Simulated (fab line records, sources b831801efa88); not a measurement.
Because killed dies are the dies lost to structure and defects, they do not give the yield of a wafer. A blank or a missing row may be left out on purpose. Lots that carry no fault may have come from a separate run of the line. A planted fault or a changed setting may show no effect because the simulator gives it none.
A lot that was struck, set against a sound lot || flow sfq line || 24 out of 325 route steps
Sound: the wafers L803.1, L803.3, L803.5. Struck: wafer L794.4 (left out: L794.2, a lot-mate that was not struck); the cause follows at the end.
Each step with rows lists, per side, the tool, then ch with its chambers, then its first start. Under that, the readings that differ: sound wafers || struck wafers || difference of the means || sigmas: that difference in standard deviations of wafers without a fault.
alike: words and numbers the same on both sides, and readings whose means are apart by under 2 such deviations; not compared: readings that were withheld, readings missing a value for some wafer, numbers with overlapping values and no deviation given by the record, and bounds like >300 which may hide the same value.
Wherever a step has rows on one side only, a row that says differs or no value, or a row with sigmas, the two part there. When numbers do not overlap yet have no deviation, they are printed without sigmas and do not part them. A reading that every wafer of one side lacks parts them only if that side has two wafers or more.

first, 6 steps without rows for these wafers: SFQ_TRILAYER_I2_VIA_LITHO_COAT_072 (resist thk 62 nm); SFQ_TRILAYER_I2_VIA_LITHO_COAT_067 (resist thk 650 nm); SFQ_TRILAYER_I2_VIA_LITHO_SOFTBAKE_071; SFQ_TRILAYER_I2_VIA_LITHO_EXPOSE_068 (exposes mask I2, target cd 500 nm); SFQ_TRILAYER_I2_VIA_LITHO_PEB_070 (peb time 60 s); SFQ_TRILAYER_I2_VIA_LITHO_DEVELOP_069 (time 60 s).
SFQ_I2_OVL_MEAS_918:
  sound on overlay-01 at day 39 04:12; struck on overlay-01 at day 34 14:53
  alike: I2_OVL
SFQ_TRILAYER_I2_VIA_BARC_OPEN_VIA_ETCH_096: etches BARC in O2, target depth 125 nm, time 41.7 s.
  sound on rie diel-03 ch 0,1,2, day 39 04:14; struck on rie diel-01 ch 2, day 34 14:55
  alike: drypump motor current A, oes product au
  not compared: rf hours counter h
SFQ_TRILAYER_I2_VIA_ETCH_VIA_ETCH_070: etches SiO2 in CHF3, stops on Nb, target depth 260 nm.
  sound on rie diel-03 ch 0,1,2, day 39 04:17; struck on rie diel-01 ch 2, day 34 14:57
  alike: drypump motor current A, oes product au
SFQ_TRILAYER_I2_VIA_STRIP_STRIP_071: strips in O2.
  sound on rie metal-03 ch 0,1, day 39 04:23; struck on rie metal-01 ch 0, day 34 15:04
  alike: drypump motor current A, oes product au
  not compared: rf hours counter h
then, 2 steps without rows for these wafers: SFQ_TRILAYER_I2_VIA_STRIP_SOLV_CLEAN_072 (cleans in NMP, time 600 s); SFQ_TRILAYER_M3_DEP_PRE_CLEAN_074 (time 22.5 s).
SFQ_TRILAYER_M3_DEP_SPUTTER_073: material Nb, target thk 200 nm, time 133.3 s.
  sound on pvd sputter-03 at day 39 05:12; struck on pvd sputter-04 at day 34 16:05
{"reading": "model.Nb_of_TRILAYER_M3_DEP_SPUTTER_073.thk nm (nm)", "sound": "200.9 199.4 199.6", "struck": 192.9, "difference": -7.1, "sigmas": ""}
  alike: throttle valve pct
SFQ_M3_RS_MEAS_919: a four-point-probe measurement.
  sound on film metro-03 at day 39 05:17; struck on film metro-04 at day 34 16:11
{"reading": "M3_NB_RS (ohm/sq)", "sound": "0.883 0.894 0.894", "struck": 0.924, "difference": "+0.034", "sigmas": "+4"}
then, 6 steps without rows for these wafers: SFQ_TRILAYER_M3_LITHO_COAT_080 (resist thk 62 nm); SFQ_TRILAYER_M3_LITHO_COAT_075 (resist thk 600 nm); SFQ_TRILAYER_M3_LITHO_SOFTBAKE_079; SFQ_TRILAYER_M3_LITHO_EXPOSE_076 (exposes mask M3, target cd 500 nm); SFQ_TRILAYER_M3_LITHO_PEB_078 (peb time 60 s); SFQ_TRILAYER_M3_LITHO_DEVELOP_077 (time 60 s).
-- the record jumps here: 6 days lie between the struck wafers' starts before and after --
SFQ_M3_OVL_MEAS_921:
  sound on overlay-01 at day 45 21:45; struck on overlay-01 at day 40 18:52
  alike: M3_OVL
SFQ_TRILAYER_M3_BARC_OPEN_METAL_ETCH_100: etches BARC in O2, target depth 125 nm, time 41.7 s.
  sound on rie metal-01 ch 1, day 45 21:47; struck on rie metal-04 ch 0, day 40 18:53
{"reading": "oes product au (a.u.)", "sound": "0.688 0.685 0.683", "struck": 0.695, "difference": "+0.010", "sigmas": "+2"}
  alike: drypump motor current A
  not compared: rf hours counter h
SFQ_TRILAYER_M3_ETCH_METAL_ETCH_078: etches Nb in Cl2/Ar, stops on SiO2, target depth 240 nm, time 120 s.
  sound on rie metal-01 ch 1, day 45 21:50; struck on rie metal-04 ch 0, day 40 18:57
{"reading": "oes product au (a.u.)", "sound": "0.895 0.893 0.898", "struck": 0.864, "difference": -0.031, "sigmas": -4}
{"reading": "model.M3.feature depth nm (nm)", "sound": "200.9 199.4 199.6", "struck": 192.9, "difference": -7.1, "sigmas": ""}
{"reading": "model.etch.depth nm (nm)", "sound": "200.9 199.4 199.6", "struck": 192.9, "difference": -7.1, "sigmas": ""}
  alike: drypump motor current A
  not compared: rf hours counter h
SFQ_TRILAYER_M3_STRIP_STRIP_079: strips in O2.
  sound on rie metal-01 ch 1, day 45 21:58; struck on rie metal-04 ch 0, day 40 19:04
  alike: drypump motor current A, oes product au
  not compared: rf hours counter h

WHERE THEY PART
Last at SFQ_TRILAYER_M3_ETCH_METAL_ETCH_078 as far as this record goes, first at SFQ_M3_RS_MEAS_919. Later steps at which nothing parts them and some readings are alike: SFQ_TRILAYER_M3_STRIP_STRIP_079.

WHY: what had been put in by the simulator
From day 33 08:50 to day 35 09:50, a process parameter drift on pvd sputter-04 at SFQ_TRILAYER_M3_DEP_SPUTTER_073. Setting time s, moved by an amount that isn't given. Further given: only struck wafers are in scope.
